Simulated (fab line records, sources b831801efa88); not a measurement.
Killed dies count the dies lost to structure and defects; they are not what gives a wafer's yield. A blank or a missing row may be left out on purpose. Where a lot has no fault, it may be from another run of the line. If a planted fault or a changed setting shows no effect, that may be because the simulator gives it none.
Split-lot experiment | flow gf180mcu | route with 602 steps; 5 lots, 23 wafers read

## ABOUT THE SPLIT
At GF_M2_EXPOSE_11 (exposes mask Metal2, target cd 280 nm), the setting dose-mj was moved away from the recipe's 28 on 7 of the 23 wafers read, by -5.3% to +5.3%. This setting was run at the recipe's value on the other wafers.

## FROM THE SPLIT TO THE READING: what the file shows between them, 2 steps
- GF_M2_PEB_12: peb time 90 s
- GF_M2_DEVELOP_13: develop time 60 s

## THE READING
cd-nm (nm) at GF_M2_CD_MEAS_14, where the cd target is 280 nm. Typical for fault-free wafers on this fab line: 279.5 nm, with standard deviation 0.87 nm.

wafer  | tool, chamber at the split | dose-mj as run | against the recipe | cd-nm, nm | against lot-mates on the recipe
L080.1 | krf-scanner-02, 0          | 28             | recipe             | 279.9     | -
L080.2 | krf-scanner-02, 0          | 26.68          | -4.7%              | 286.1     | +7.1
L080.3 | krf-scanner-02, 0          | 26.68          | -4.7%              | 286.4     | +7.4
L080.5 | krf-scanner-02, 0          | 26.68          | -4.7%              | 286.6     | +7.6
L080.6 | krf-scanner-02, 0          | 28             | recipe             | 278.1     | -
L082.1 | krf-scanner-01, 0          | 28             | recipe             | 279.5     | -
L082.3 | krf-scanner-01, 0          | 29.48          | +5.3%              | 270.8     | -9.2
L082.4 | krf-scanner-01, 0          | 28             | recipe             | 280.3     | -
L082.5 | krf-scanner-01, 0          | 28             | recipe             | 280.2     | -
L082.6 | krf-scanner-01, 0          | 29.48          | +5.3%              | 271.9     | -8.1
L083.2 | krf-scanner-02, 0          | 28             | recipe             | 279.8     | -
L083.3 | krf-scanner-02, 0          | 28             | recipe             | 280.6     | -
L083.4 | krf-scanner-02, 0          | 28             | recipe             | 279.8     | -
L083.5 | krf-scanner-02, 0          | 28             | recipe             | 279.7     | -
L083.6 | krf-scanner-02, 0          | 28             | recipe             | 279.8     | -
L084.3 | krf-scanner-02, 0          | 28             | recipe             | 279.5     | -
L084.4 | krf-scanner-02, 0          | 28             | recipe             | 279.1     | -
L084.6 | krf-scanner-02, 0          | 28             | recipe             | 278.6     | -
L085.2 | krf-scanner-02, 0          | 26.51          | -5.3%              | 288.3     | +9.1
L085.3 | krf-scanner-02, 0          | 26.51          | -5.3%              | 288.3     | +9.1
L085.4 | krf-scanner-02, 0          | 28             | recipe             | 280.2     | -
L085.5 | krf-scanner-02, 0          | 28             | recipe             | 278.8     | -
L085.6 | krf-scanner-02, 0          | 28             | recipe             | 278.5     | -

FIT RESULTS
A straight line over all 23 wafers: cd-nm changes by -1.54 nm for each +1% of dose-mj; r = -0.99; the points scatter about the line by 0.68 nm.
The same after taking each lot's own level away (the mean of its wafers on the recipe; 23 wafers): -1.63 nm for each +1%; r = -0.99; scatter 0.54 nm.
Per that fit: largest dose-mj move, reading shift of 8.7 nm.
Across the lots, their own levels run from 279.00 to 280.00 nm, a range of 1.1 times the standard deviation given above.
The two slopes agree, so the slope changes little with the lot-to-lot level.
Check: with one of the wafers moved furthest among these (-5.3%) left out of the fit, the line predicts +8.6 nm for it against its lot-mates. It came out at +9.13 nm against them.

## FURTHER SPLITS ON THESE WAFERS
Other splits were also applied to these wafers ahead of the reading. Each is held against what the fit with the lots' levels taken away leaves over:
other split on the same wafers | wafers away from the commonest value | r with cd-nm (lot level and that fit taken away)
GF_V1_ETCH_17 source-w         | 9                                    | +0.33
GF_M2_SPUTTER_00 power-w       | 8                                    | +0.24
GF_M2_SPUTTER_02 time-s        | 6                                    | -0.32

## THE WHOLE CHAIN: every reading that the file lists as answering this split, in the file's order
step                | what it does                                                                         | reading                                                   | change (the file's fit)              | r (the file's)
GF_M2_CD_MEAS_14    | target cd 280 nm                                                                     | cd-nm                                                     | -1.65 nm for each +1% of the setting | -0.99
GF_M2_METAL_ETCH_16 | etches the open film in Cl2/BCl3, stops on SiO2, target depth 627.5 nm, time 104.6 s | M2.cd-nm (the simulator's own value, which no gauge read) | -1.9 nm for each +1% of the setting  | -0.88

## THE FILE'S OWN FIT
cd-nm changes by -1.65 nm for each +1% of dose-mj, r = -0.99.
